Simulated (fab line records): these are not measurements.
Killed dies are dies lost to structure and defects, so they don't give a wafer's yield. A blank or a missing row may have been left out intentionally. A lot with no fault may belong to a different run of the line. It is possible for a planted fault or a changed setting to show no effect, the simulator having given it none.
fab line records	flow sky130
record: lots: 24	wafers: 72	last_day: 50
route steps=708 shown FIELD_ISO@17 LI_CONTACT@385 LOCAL_INTERCONNECT@401 CONTACT@410 CAPM@540
lots that met no fault: taken from a fault-free run of the same line
start_h: hours from the record's opening day to when the first of the lot's shown wafers began	wait_h: hours from the lot's prior step to this one	" unchanged from the row above	L1.1+2: a row that stands for several wafers	- no value, or no start given	* or withheld: withheld	< > ~ a bound
route shown NAME@n: a module of which the file shows steps, and the number in the route of the first	usual: the fault-free wafers' mean and standard deviation	same: alike in all rows	chamber/n: place in a boat	sites: each site's reading	_std_site: standard deviation of those values	_edge_site: inner sites' mean taken away from outer sites' mean	radius_mm: for every site, how far away it sits from the centre of the wafer	mask NAME#n: copy n	behind: the last tool/chamber to shape the wafer	hold: what put the lot on hold/how long, in hours/how the hold closed	device: transistor that didn't switch, given as n, p or np	end of line: tests of these same wafers at the route's end	where a step has no rows: the recipe by itself	killed: dies that structure and defects cost at the first sort, which is not the same as the wafer's yield	map: shows each die of a wafer: x if killed, . if not, _ if none is there
set.NAME: the setting the step ran with; set.NAME@STEP: the setting that earlier step ran with	model.NAME: the simulator's own value behind a step, which no gauge read
route steps across a sampled set of lots; one table per step, one row per wafer
services: when a tool's chamber went out of use (start_h, in hours from the record's first day, below 0 if earlier), for how many hours, and the reason
== steps ==
step: SKY_FIELD_ISO_STRIP_16
recipe: chemistry: O2/N2	power_w: 1400	pressure_mtorr: 1500	platen_temp_c: withheld	o2_flow_sccm: 3000	n2_flow_sccm: 300	overash_fraction: 0.5
usual: drypump_motor_current_A: 5.7/0.56	oes_product_au: 0.376/0.0046	strip_time_to_endpoint_s: 3.497/0.029
lot.wafer	tool	chamber	start_h	wait_h	drypump_motor_current_A	oes_product_au	rf_hours_counter_h	strip_time_to_endpoint_s
L074.2	plasma_asher-02	1	29.81	0.0	5.4	0.377	34	3.506
L074.4	"	0	"	"	6.3	0.381	-	3.524
L074.5	"	0	"	"	6.3	0.381	-	3.466
L075.2	plasma_asher-02	1	35.26	0.0	5.4	0.375	35	3.468
L075.5	"	1	"	"	5.4	0.379	-	3.506
L075.6	"	0	"	"	6.3	0.379	-	3.544
L076.2	plasma_asher-02	0	38.71	0.0	6.4	0.379	35	3.476
L076.4	"	1	"	"	5.4	0.376	-	3.508
L076.5	"	1	"	"	5.4	0.370	-	3.448
L077.2	plasma_asher-02	1	43.76	0.0	5.4	0.376	35	3.469
L077.3	"	0	"	"	6.3	0.369	-	3.447
L077.5	"	1	"	"	5.4	0.370	-	3.457
L078.2	plasma_asher-04	1	49.97	0.0	5.0	0.376	24	3.465
L078.4	"	1	"	"	5.0	0.372	-	3.479
L078.6	"	0	"	"	5.9	0.374	-	3.432
L079.1	plasma_asher-01	0	55.37	0.0	6.4	0.363	38	3.449
L079.3	"	1	"	"	5.0	0.378	-	3.466
L079.6	"	0	"	"	6.4	0.372	-	3.482
L080.1	plasma_asher-04	0	61.21	0.0	5.9	0.373	25	3.449
L080.2	"	1	"	"	5.0	0.372	25	3.465
L080.5	"	0	"	"	5.9	0.374	-	3.489
L081.1	plasma_asher-01	0	64.18	0.0	6.4	0.381	39	3.538
L081.2	"	1	"	"	5.0	0.380	39	3.547
L081.6	"	1	"	"	5.0	0.380	-	3.528
L082.1	plasma_asher-04	1	70.91	0.0	5.0	0.376	27	3.522
L082.4	"	1	"	"	5.0	0.372	-	3.463
L082.6	"	1	"	"	5.0	0.373	-	3.450
L083.4	plasma_asher-02	0	75.89	0.1	6.3	0.369	-	3.516
L083.5	"	1	"	"	5.4	0.379	-	3.484
L083.6	"	0	"	"	6.3	0.374	-	3.506
L084.2	plasma_asher-01	1	80.60	0.0	5.0	0.376	41	3.479
L084.5	"	0	"	"	6.4	0.376	-	3.476
L084.6	"	1	"	"	5.0	0.375	-	3.476
L085.1	plasma_asher-02	1	85.80	0.0	5.4	0.380	40	3.463
L085.2	"	0	"	"	6.3	0.374	40	3.463
L085.6	"	1	"	"	5.4	0.364	-	3.505
L086.2	plasma_asher-01	1	92.10	0.0	5.0	0.380	42	3.483
L086.5	"	0	"	"	6.4	0.374	-	3.473
L086.6	"	1	"	"	5.0	0.380	-	3.534
L087.2	plasma_asher-02	0	97.18	0.0	6.3	0.376	41	3.510
L087.4	"	0	"	"	6.3	0.382	-	3.485
L087.5	"	1	"	"	5.4	0.380	-	3.466
L088.1	plasma_asher-02	1	102.26	0.0	5.4	0.385	42	3.499
L088.5	"	1	"	"	5.4	0.378	-	3.516
L088.6	"	0	"	"	6.3	0.370	-	3.527
L089.1	plasma_asher-04	1	111.71	0.0	5.0	0.375	31	3.509
L089.2	"	0	"	"	5.9	0.376	31	3.526
L089.6	"	0	"	"	5.9	0.381	-	3.494
L090.1	plasma_asher-02	1	116.40	0.0	5.4	0.383	43	3.523
L090.4	"	1	"	"	5.4	0.385	-	3.502
L090.6	"	0	"	"	6.3	0.372	-	3.492
L091.1	plasma_asher-04	1	122.31	0.0	5.0	0.374	32	3.504
L091.3	"	1	"	"	5.0	0.374	-	3.459
L091.4	"	0	"	"	5.9	0.374	-	3.498
L092.3	plasma_asher-02	1	126.15	0.1	5.4	0.376	-	3.486
L092.4	"	0	"	"	6.4	0.372	-	3.472
L092.5	"	1	"	"	5.4	0.375	-	3.517
L093.1	plasma_asher-01	1	129.08	0.0	5.0	0.376	46	3.491
L093.3	"	0	"	"	6.4	0.381	-	3.541
L093.5	"	0	"	"	6.4	0.373	-	3.486
L094.1	plasma_asher-02	0	131.23	0.0	6.3	0.382	45	3.498
L094.5	"	1	"	"	5.4	0.375	-	3.510
L094.6	"	0	"	"	6.3	0.374	-	3.464
L095.3	plasma_asher-01	1	137.31	0.1	5.0	0.372	-	3.543
L095.4	"	0	"	"	6.4	0.374	-	3.481
L095.5	"	1	"	"	5.0	0.377	-	3.529
L096.2	plasma_asher-04	0	146.96	0.0	5.9	0.374	34	3.526
L096.3	"	1	"	"	4.9	0.374	-	3.519
L096.4	"	0	"	"	5.9	0.384	-	3.492
L097.1	plasma_asher-04	0	148.18	0.0	5.9	0.372	34	3.456
L097.3	"	1	"	"	5.0	0.375	-	3.475
L097.5	"	0	"	"	5.9	0.378	-	3.505
step: SKY_LI_CONTACT_THK_MEAS_23
recipe: thk_meas_gauge: xrf	reads: W_of_LI_CONTACT_CVD_21
usual: LI_CONTACT_W_THK: 394/5.9
lot.wafer	tool	chamber	start_h	wait_h	LI_CONTACT_W_THK[nm]
L074.2	film_metro-02	-	677.95	0.1	397
L074.4	"	-	"	"	390
L074.5	"	-	"	"	392
L076.2	film_metro-02	-	689.38	0.1	388
L076.4	"	-	"	"	388
L076.5	"	-	"	"	388
L075.2	film_metro-01	-	691.20	0.1	395
L075.5	"	-	"	"	387
L075.6	"	-	"	"	394
L077.2	film_metro-04	-	701.13	0.1	391
L077.3	"	-	"	"	393
L077.5	"	-	"	"	398
L078.2	film_metro-04	-	712.43	0.1	392
L078.4	"	-	"	"	398
L078.6	"	-	"	"	392
L079.1	film_metro-02	-	713.57	0.1	388
L079.3	"	-	"	"	385
L079.6	"	-	"	"	392
L080.1	film_metro-02	-	724.37	0.1	383
L080.2	"	-	"	"	383
L080.5	"	-	"	"	382
L081.1	film_metro-04	-	751.34	0.1	402
L081.2	"	-	"	"	403
L081.6	"	-	"	"	398
L082.1	film_metro-01	-	753.24	0.1	391
L082.4	"	-	"	"	387
L082.6	"	-	"	"	397
L083.4	film_metro-01	-	762.66	0.1	401
L083.5	"	-	"	"	396
L083.6	"	-	"	"	399
L084.2	film_metro-01	-	776.86	0.1	391
L084.5	"	-	"	"	395
L084.6	"	-	"	"	390
L085.1	film_metro-02	-	779.11	0.1	385
L085.2	"	-	"	"	390
L085.6	"	-	"	"	391
L086.2	film_metro-04	-	787.73	0.1	390
L086.5	"	-	"	"	400
L086.6	"	-	"	"	400
L088.1	film_metro-04	-	799.79	0.1	404
L088.5	"	-	"	"	404
L088.6	"	-	"	"	403
L087.2	film_metro-01	-	800.29	0.1	394
L087.4	"	-	"	"	399
L087.5	"	-	"	"	392
L089.1	film_metro-04	-	807.97	0.1	402
L089.2	"	-	"	"	405
L089.6	"	-	"	"	405
L091.1	film_metro-01	-	824.20	0.1	393
L091.3	"	-	"	"	394
L091.4	"	-	"	"	394
L090.1	film_metro-04	-	825.15	0.1	395
L090.4	"	-	"	"	395
L090.6	"	-	"	"	398
L093.1	film_metro-02	-	831.84	0.1	389
L093.3	"	-	"	"	387
L093.5	"	-	"	"	393
L092.3	film_metro-01	-	836.59	0.1	391
L092.4	"	-	"	"	395
L092.5	"	-	"	"	396
L094.1	film_metro-04	-	836.92	0.1	398
L094.5	"	-	"	"	388
L094.6	"	-	"	"	399
L095.3	film_metro-04	-	842.96	0.1	397
L095.4	"	-	"	"	397
L095.5	"	-	"	"	399
L096.2	film_metro-02	-	853.25	0.1	386
L096.3	"	-	"	"	389
L096.4	"	-	"	"	391
L097.1	film_metro-02	-	854.20	0.1	386
L097.3	"	-	"	"	391
L097.5	"	-	"	"	386
step: SKY_LOCAL_INTERCONNECT_METAL_ETCH_14
recipe: target_depth_nm: 110	stop_on: PSG	chemistry: Cl2/BCl3	target: TiN	resist_sidewall_deg: 88	pressure_mtorr: 10	icp_w: 900	bias_w: 48.5	Cl2_flow_sccm: 60	bcl3_flow_sccm: 30	time_s: 31.4
usual: drypump_motor_current_A: 5.7/0.51	oes_product_au: 0.943/0.0073	throttle_valve_pct: 21.898/0.0094
lot.wafer	tool	chamber	start_h	wait_h	drypump_motor_current_A	oes_product_au	rf_hours_counter_h	throttle_valve_pct
L074.2	rie_metal-04	1	706.20	0.0	6.0	0.949	11	21.877
L074.4	"	1	"	"	6.1	0.936	-	21.898
L074.5	"	0	"	"	5.0	0.949	-	21.899
L076.2	rie_metal-03	0	718.23	0.0	5.7	0.936	14	21.918
L076.4	"	1	"	"	5.5	0.953	-	21.908
L076.5	"	1	"	"	5.5	0.945	-	21.888
L075.2	rie_metal-01	0	719.35	0.0	5.3	0.950	8	21.898
L075.5	"	0	"	"	5.3	0.940	-	21.901
L075.6	"	1	"	"	6.6	0.936	-	21.900
L077.2	rie_metal-01	0	729.30	0.0	5.3	0.934	8	21.901
L077.3	"	0	"	"	5.3	0.933	-	21.901
L077.5	"	1	"	"	6.6	0.941	-	21.903
L078.2	rie_metal-01	0	740.96	0.0	5.3	0.936	9	21.890
L078.4	"	0	"	"	5.3	0.948	-	21.909
L078.6	"	0	"	"	5.3	0.952	-	21.902
L079.1	rie_metal-04	0	742.05	0.0	4.9	0.933	11	21.899
L079.3	"	1	"	"	6.1	0.946	-	21.912
L079.6	"	1	"	"	6.1	0.942	-	21.895
L080.1	rie_metal-01	0	752.75	0.0	5.3	0.944	9	21.904
L080.2	"	1	"	"	6.6	0.943	4	21.899
L080.5	"	1	"	"	6.6	0.933	-	21.897
L081.1	rie_metal-03	1	778.78	0.0	5.5	0.940	4	21.907
L081.2	"	0	"	"	5.8	0.944	0	21.898
L081.6	"	1	"	"	5.5	0.948	-	21.890
L082.1	rie_metal-04	0	780.21	0.0	4.9	0.956	13	21.895
L082.4	"	0	"	"	4.9	0.942	-	21.886
L082.6	"	1	"	"	6.1	0.945	-	21.907
L083.4	rie_metal-04	0	789.99	0.0	4.9	0.945	-	21.887
L083.5	"	0	"	"	4.9	0.949	-	21.910
L083.6	"	1	"	"	6.1	0.939	-	21.899
L084.2	rie_metal-03	1	804.15	0.0	5.5	0.952	5	21.899
L084.5	"	1	"	"	5.5	0.942	-	21.913
L084.6	"	0	"	"	5.8	0.929	-	21.896
L085.1	rie_metal-01	0	806.88	0.0	5.2	0.946	10	21.894
L085.2	"	1	"	"	6.6	0.944	5	21.909
L085.6	"	1	"	"	6.6	0.950	-	21.901
L086.2	rie_metal-04	0	814.25	0.0	4.9	0.942	14	21.909
L086.5	"	0	"	"	4.9	0.939	-	21.916
L086.6	"	1	"	"	6.1	0.937	-	21.889
L088.1	rie_metal-04	1	826.93	0.0	6.1	0.943	16	21.892
L088.5	"	1	"	"	6.1	0.949	-	21.895
L088.6	"	0	"	"	4.9	0.940	-	21.906
L087.2	rie_metal-03	0	827.55	0.0	5.8	0.952	2	21.904
L087.4	"	0	"	"	5.8	0.937	-	21.901
L087.5	"	1	"	"	5.5	0.936	-	21.902
L089.1	rie_metal-03	1	834.95	0.0	5.6	0.948	6	21.894
L089.2	"	0	"	"	5.8	0.948	2	21.897
L089.6	"	1	"	"	5.5	0.938	-	21.904
L091.1	rie_metal-04	1	850.90	0.0	6.0	0.937	17	21.911
L091.3	"	1	"	"	6.0	0.939	-	21.894
L091.4	"	0	"	"	4.9	0.939	-	21.900
L090.1	rie_metal-03	1	851.88	0.0	5.5	0.944	7	21.891
L090.4	"	1	"	"	5.5	0.949	-	21.899
L090.6	"	0	"	"	5.8	0.937	-	21.885
L093.1	rie_metal-03	1	857.31	0.0	5.5	0.944	7	21.898
L093.3	"	1	"	"	5.5	0.941	-	21.888
L093.5	"	1	"	"	5.5	0.945	-	21.913
L092.3	rie_metal-01	0	863.32	0.0	5.3	0.957	-	21.900
L092.4	"	1	"	"	6.6	0.949	-	21.899
L092.5	"	1	"	"	6.6	0.944	-	21.886
L094.1	rie_metal-04	1	863.65	0.0	6.1	0.954	17	21.892
L094.5	"	0	"	"	5.0	0.950	-	21.906
L094.6	"	1	"	"	6.1	0.962	-	21.892
L095.3	rie_metal-03	0	869.67	0.0	5.8	0.948	-	21.880
L095.4	"	1	"	"	5.5	0.954	-	21.885
L095.5	"	0	"	"	5.8	0.947	-	21.895
L096.2	rie_metal-04	0	880.20	0.0	5.0	0.948	17	21.902
L096.3	"	1	"	"	6.1	0.950	-	21.909
L096.4	"	0	"	"	5.0	0.950	-	21.906
L097.1	rie_metal-03	0	880.93	0.1	5.8	0.937	4	21.910
L097.3	"	0	"	"	5.8	0.929	-	21.897
L097.5	"	0	"	"	5.8	0.944	-	21.890
step: SKY_CONTACT_CMP_04
recipe: material: SiO2	down_force_psi: 4	platen_rpm: 60	pad_velocity_m_s: 0.94248
usual: head_pressure_psi: 3.998/0.0079	motor_current_A: 12.2/0.94	time_to_endpoint_s: 83/3.9
lot.wafer	tool	chamber	start_h	wait_h	head_pressure_psi	motor_current_A	time_to_endpoint_s
L074.2	cmp-01	0	707.07	0.0	3.994	11.3	85
L074.4	"	2	"	"	3.995	13.1	80
L074.5	"	1	"	"	3.989	11.4	80
L076.2	cmp-01	0	719.15	0.0	3.993	10.9	82
L076.4	"	2	"	"	3.990	12.6	79
L076.5	"	1	"	"	4.003	11.6	74
L075.2	cmp-02	0	720.23	0.0	4.012	12.6	83
L075.6	"	0	"	"	4.005	11.7	85
L075.5	"	1	"	"	3.999	11.8	83
L077.3	cmp-01	1	730.22	0.1	3.978	11.8	71
L077.2	"	3	"	"	3.997	11.2	81
L077.5	"	1	"	"	3.983	11.8	76
L078.4	cmp-01	3	741.97	0.1	3.994	10.9	87
L078.2	"	0	"	"	3.996	10.8	84
L078.6	"	1	"	"	4.003	11.1	84
L079.1	cmp-02	3	742.92	0.1	3.987	11.4	88
L079.3	"	0	"	"	3.998	11.7	83
L079.6	"	0	"	"	4.014	12.2	87
L080.1	cmp-02	1	753.62	0.1	3.998	11.7	81
L080.2	"	2	"	"	4.004	13.8	78
L080.5	"	1	"	"	3.985	12.2	79
L081.2	cmp-02	3	779.74	0.1	4.000	11.9	89
L081.1	"	0	"	"	4.000	12.0	87
L081.6	"	1	"	"	4.002	12.1	84
L082.4	cmp-01	2	781.14	0.1	3.998	12.9	83
L082.1	"	3	"	"	3.992	11.3	88
L082.6	"	2	"	"	4.003	13.8	84
L083.4	cmp-01	0	790.89	0.1	3.996	11.6	85
L083.5	"	3	"	"	3.989	11.4	89
L083.6	"	0	"	"	4.001	11.2	77
L084.2	cmp-01	1	805.13	0.1	4.006	12.2	79
L084.5	"	1	"	"	3.996	11.7	83
L084.6	"	2	"	"	4.000	12.6	89
L085.1	cmp-02	3	807.87	0.1	3.992	11.3	87
L085.2	"	1	"	"	3.995	11.5	89
L085.6	"	2	"	"	3.993	14.1	87
L086.2	cmp-01	3	815.12	0.0	3.998	10.7	83
L086.6	"	3	"	"	4.003	11.0	85
L086.5	"	0	"	"	3.994	11.4	83
L088.1	cmp-02	0	827.92	0.1	4.005	12.2	80
L088.5	"	2	"	"	3.995	14.0	79
L088.6	"	3	"	"	3.989	12.5	85
L087.4	cmp-02	2	828.49	0.1	3.996	13.3	81
L087.2	"	0	"	"	3.994	11.9	79
L087.5	"	2	"	"	3.992	14.0	84
L089.1	cmp-02	2	836.07	0.3	3.999	13.5	81
L089.2	"	3	"	"	4.006	12.2	87
L089.6	"	1	"	"	3.997	11.0	80
L091.4	cmp-01	1	851.81	0.0	3.993	11.7	76
L091.1	"	2	"	"	3.980	12.5	82
L091.3	"	3	"	"	3.998	11.0	78
L090.4	cmp-02	2	852.78	0.0	4.001	14.1	79
L090.1	"	0	"	"	3.993	11.8	80
L090.6	"	3	"	"	4.000	11.8	83
L093.1	cmp-02	0	858.32	0.1	3.992	12.2	83
L093.3	"	1	"	"	3.997	12.1	81
L093.5	"	3	"	"	4.000	12.4	87
L092.4	cmp-01	0	864.48	0.1	3.991	11.3	79
L092.3	"	1	"	"	3.986	11.9	79
L092.5	"	0	"	"	3.987	11.0	85
L094.1	cmp-02	3	864.86	0.3	4.006	12.8	83
L094.6	"	2	"	"	3.993	13.6	83
L094.5	"	3	"	"	4.008	12.5	88
L095.4	cmp-02	0	870.66	0.1	3.996	12.0	85
L095.3	"	1	"	"	4.005	12.2	78
L095.5	"	2	"	"	3.985	14.1	80
L096.2	cmp-01	2	881.50	0.0	3.983	13.1	80
L096.4	"	3	"	"	4.004	11.7	82
L096.3	"	1	"	"	3.990	11.5	77
L097.1	cmp-02	3	881.96	0.1	4.000	12.3	80
L097.3	"	1	"	"	4.000	12.1	82
L097.5	"	3	"	"	4.019	11.9	84
step: SKY_CONTACT_CMP_27
recipe: stop_on: SiO2	t_overpolish_s: 15	down_force_psi: 3.5	platen_rpm: 60	target_thk_nm: 0	pad_velocity_m_s: 0.94248
usual: head_pressure_psi: 3.500/0.0071	motor_current_A: 11.1/0.88	overpolish_run_s: 15.000/0.0092	time_to_endpoint_s: 81.2/3
lot.wafer	tool	chamber	start_h	wait_h	head_pressure_psi	motor_current_A	overpolish_run_s	time_to_endpoint_s
L074.2	cmp-01	3	736.22	0.1	3.500	10.1	15.006	83.5
L074.4	"	0	"	"	3.489	10.3	14.994	81.2
L074.5	"	2	"	"	3.505	12.4	14.997	79.9
L076.2	cmp-01	3	748.40	0.1	3.506	9.6	15.008	77.3
L076.4	"	1	"	"	3.496	10.7	15.014	75.2
L076.5	"	0	"	"	3.499	10.0	15.001	82.5
L075.2	cmp-02	2	750.06	0.1	3.499	11.8	14.975	78.2
L075.6	"	1	"	"	3.505	10.7	15.011	80.0
L075.5	"	2	"	"	3.502	12.3	14.996	79.8
L077.3	cmp-01	2	759.59	0.0	3.503	12.7	14.989	84.0
L077.2	"	1	"	"	3.507	10.1	15.003	80.2
L077.5	"	2	"	"	3.498	11.7	14.991	82.2
L078.2	cmp-02	1	770.41	0.0	3.503	10.4	15.009	81.6
L078.4	"	2	"	"	3.501	12.8	15.001	85.6
L078.6	"	2	"	"	3.501	12.4	14.990	80.3
L079.1	cmp-01	0	771.92	0.1	3.512	10.0	14.993	83.8
L079.3	"	1	"	"	3.496	10.0	14.997	78.1
L079.6	"	1	"	"	3.493	10.8	15.000	77.3
L080.2	cmp-01	1	782.46	0.1	3.486	11.2	15.000	78.0
L080.1	"	2	"	"	3.489	11.9	14.993	81.6
L080.5	"	3	"	"	3.494	9.7	15.003	83.0
L081.1	cmp-01	3	807.76	0.1	3.502	10.5	14.990	81.7
L081.2	"	2	"	"	3.503	12.0	15.018	82.4
L081.6	"	0	"	"	3.506	10.3	15.004	83.8
L082.1	cmp-02	2	809.27	0.1	3.490	12.3	14.992	84.9
L082.4	"	0	"	"	3.498	11.3	15.014	89.0
L082.6	"	3	"	"	3.497	11.3	14.996	89.7
L083.4	cmp-02	1	818.79	0.2	3.497	10.4	15.007	84.1
L083.6	"	0	"	"	3.499	10.9	14.994	82.4
L083.5	"	1	"	"	3.513	10.8	14.993	83.6
L084.2	cmp-02	1	833.22	0.1	3.496	10.9	14.983	81.6
L084.5	"	3	"	"	3.512	11.5	14.993	82.9
L084.6	"	0	"	"	3.499	10.8	15.017	78.8
L085.1	cmp-02	0	835.67	0.1	3.506	10.5	15.000	82.1
L085.2	"	2	"	"	3.505	11.8	15.013	81.4
L085.6	"	1	"	"	3.496	11.0	15.001	82.7
L086.2	cmp-01	2	842.51	0.0	3.493	12.0	15.008	77.9
L086.6	"	2	"	"	3.501	12.4	14.991	83.5
L086.5	"	3	"	"	3.491	10.0	15.000	83.7
L088.1	cmp-01	3	855.47	0.1	3.496	10.3	15.021	79.6
L088.6	"	1	"	"	3.506	10.6	14.998	74.4
L088.5	"	2	"	"	3.497	12.2	14.982	81.7
L087.2	cmp-02	1	855.96	0.0	3.505	11.7	14.999	79.0
L087.4	"	3	"	"	3.492	11.2	15.000	84.3
L087.5	"	2	"	"	3.496	12.2	14.999	80.3
L089.2	cmp-02	1	863.42	0.0	3.508	10.8	14.994	80.6
L089.1	"	3	"	"	3.503	11.0	14.993	84.4
L089.6	"	1	"	"	3.500	11.0	14.985	78.5
L091.1	cmp-02	0	879.53	0.1	3.498	11.2	15.001	79.4
L091.4	"	2	"	"	3.504	12.4	14.993	76.5
L091.3	"	3	"	"	3.507	11.2	15.011	82.6
L090.1	cmp-01	2	880.46	0.1	3.500	11.8	14.988	80.6
L090.4	"	3	"	"	3.496	10.3	15.001	79.4
L090.6	"	3	"	"	3.496	9.8	14.985	80.7
L093.1	cmp-02	0	885.77	0.1	3.513	10.7	15.003	81.9
L093.3	"	2	"	"	3.486	13.2	15.005	80.2
L093.5	"	0	"	"	3.504	10.9	15.002	81.5
L092.4	cmp-01	1	891.83	0.1	3.501	10.7	15.016	77.7
L092.3	"	3	"	"	3.498	10.6	15.000	80.8
L092.5	"	0	"	"	3.494	10.5	15.012	81.7
L094.1	cmp-01	0	892.18	0.1	3.500	10.4	14.986	77.6
L094.6	"	3	"	"	3.493	9.8	14.993	78.3
L094.5	"	0	"	"	3.491	10.0	14.992	76.4
L095.3	cmp-02	2	898.18	0.1	3.500	12.1	15.003	81.8
L095.4	"	3	"	"	3.508	11.7	14.999	83.2
L095.5	"	0	"	"	3.503	10.8	14.987	81.4
L096.4	cmp-02	0	908.10	0.1	3.508	10.9	15.000	83.4
L096.3	"	1	"	"	3.503	11.3	15.013	82.2
L096.2	"	2	"	"	3.486	11.8	14.994	82.5
L097.3	cmp-02	2	909.46	0.0	3.498	12.7	14.987	81.7
L097.1	"	1	"	"	3.511	10.8	14.997	83.8
L097.5	"	2	"	"	3.502	12.5	14.994	82.8
step: SKY_CAPM_RS_MEAS_03
recipe: thk_meas_gauge: four-point-probe	reads: TiN_of_CAPM_SPUTTER_02
usual: CAPM_TIN_RS: 6.95/0.082
lot.wafer	tool	chamber	start_h	wait_h	CAPM_TIN_RS[ohm/sq]
L074.2	film_metro-03	-	847.21	0.1	7.09
L074.4	"	-	"	"	7.04
L074.5	"	-	"	"	6.98
L076.2	film_metro-02	-	859.38	0.1	6.91
L076.4	"	-	"	"	7.03
L076.5	"	-	"	"	7.07
L075.2	film_metro-02	-	861.99	0.1	7.10
L075.5	"	-	"	"	7.04
L075.6	"	-	"	"	7.10
L077.2	film_metro-02	-	870.08	0.1	6.94
L077.3	"	-	"	"	6.96
L077.5	"	-	"	"	6.90
L078.2	film_metro-02	-	881.50	0.1	7.02
L078.4	"	-	"	"	7.05
L078.6	"	-	"	"	7.01
L079.1	film_metro-03	-	882.97	0.1	6.93
L079.3	"	-	"	"	6.92
L079.6	"	-	"	"	6.90
L080.1	film_metro-03	-	893.74	0.1	6.80
L080.2	"	-	"	"	6.79
L080.5	"	-	"	"	6.85
L081.1	film_metro-03	-	918.64	0.1	6.93
L081.2	"	-	"	"	6.92
L081.6	"	-	"	"	6.82
L082.1	film_metro-02	-	920.47	0.1	6.90
L082.4	"	-	"	"	6.87
L082.6	"	-	"	"	6.83
L083.4	film_metro-03	-	926.60	0.1	6.76
L083.5	"	-	"	"	6.82
L083.6	"	-	"	"	6.81
L084.2	film_metro-04	-	941.54	0.1	6.99
L084.5	"	-	"	"	6.99
L084.6	"	-	"	"	7.00
L085.1	film_metro-04	-	944.02	0.1	6.92
L085.2	"	-	"	"	6.97
L085.6	"	-	"	"	6.98
L086.2	film_metro-02	-	950.58	0.1	6.92
L086.5	"	-	"	"	6.93
L086.6	"	-	"	"	6.92
L088.1	film_metro-03	-	963.18	0.1	6.83
L088.5	"	-	"	"	6.90
L088.6	"	-	"	"	6.89
L087.2	film_metro-03	-	963.63	0.1	6.86
L087.4	"	-	"	"	6.92
L087.5	"	-	"	"	6.92
L089.1	film_metro-03	-	970.55	0.1	6.92
L089.2	"	-	"	"	6.93
L089.6	"	-	"	"	6.87
L091.1	film_metro-03	-	982.38	0.1	6.99
L091.3	"	-	"	"	7.00
L091.4	"	-	"	"	7.04
L090.1	film_metro-03	-	983.16	0.1	7.02
L090.4	"	-	"	"	6.98
L090.6	"	-	"	"	6.99
L093.1	film_metro-03	-	991.86	0.1	7.02
L093.3	"	-	"	"	7.00
L093.5	"	-	"	"	7.01
L092.3	film_metro-04	-	995.66	0.1	7.10
L092.4	"	-	"	"	7.05
L092.5	"	-	"	"	6.98
L094.1	film_metro-02	-	996.47	0.1	6.83
L094.5	"	-	"	"	6.88
L094.6	"	-	"	"	6.87
L095.3	film_metro-04	-	1002.65	0.1	6.87
L095.4	"	-	"	"	6.87
L095.5	"	-	"	"	6.91
L096.2	film_metro-02	-	1009.78	0.1	6.83
L096.3	"	-	"	"	6.85
L096.4	"	-	"	"	6.84
L097.1	film_metro-03	-	1011.55	0.1	6.96
L097.3	"	-	"	"	6.96
L097.5	"	-	"	"	6.93
== services ==
tool	chamber	start_h	hours	kind
cmp-02	-	23.26	1.8	repair
cmp-02	-	23.42	1.0	repair
cmp-01	-	27.06	1.5	repair
cmp-02	-	35.66	0.2	repair
cmp-02	-	60.64	2.6	repair
cmp-02	-	65.76	4.0	pm
cmp-02	-	97.11	0.8	repair
cmp-02	-	148.60	0.4	repair
cmp-02	-	193.53	5.9	pm
cmp-02	-	227.80	0.9	repair
cmp-02	-	240.62	0.9	repair
cmp-02	-	371.55	0.7	repair
cmp-02	-	405.76	4.0	pm
cmp-02	-	409.06	0.9	repair
cmp-02	-	411.97	1.1	repair
cmp-02	-	551.68	6.6	pm
cmp-02	-	562.53	5.4	pm
cmp-02	-	599.80	0.9	repair
cmp-02	-	640.44	47.9	repair
cmp-02	-	670.01	15.8	repair
cmp-02	-	710.01	1.0	repair
cmp-02	-	714.01	1.1	repair
cmp-02	-	745.76	4.0	pm
cmp-02	-	816.00	2.7	repair
== key ==
fault none
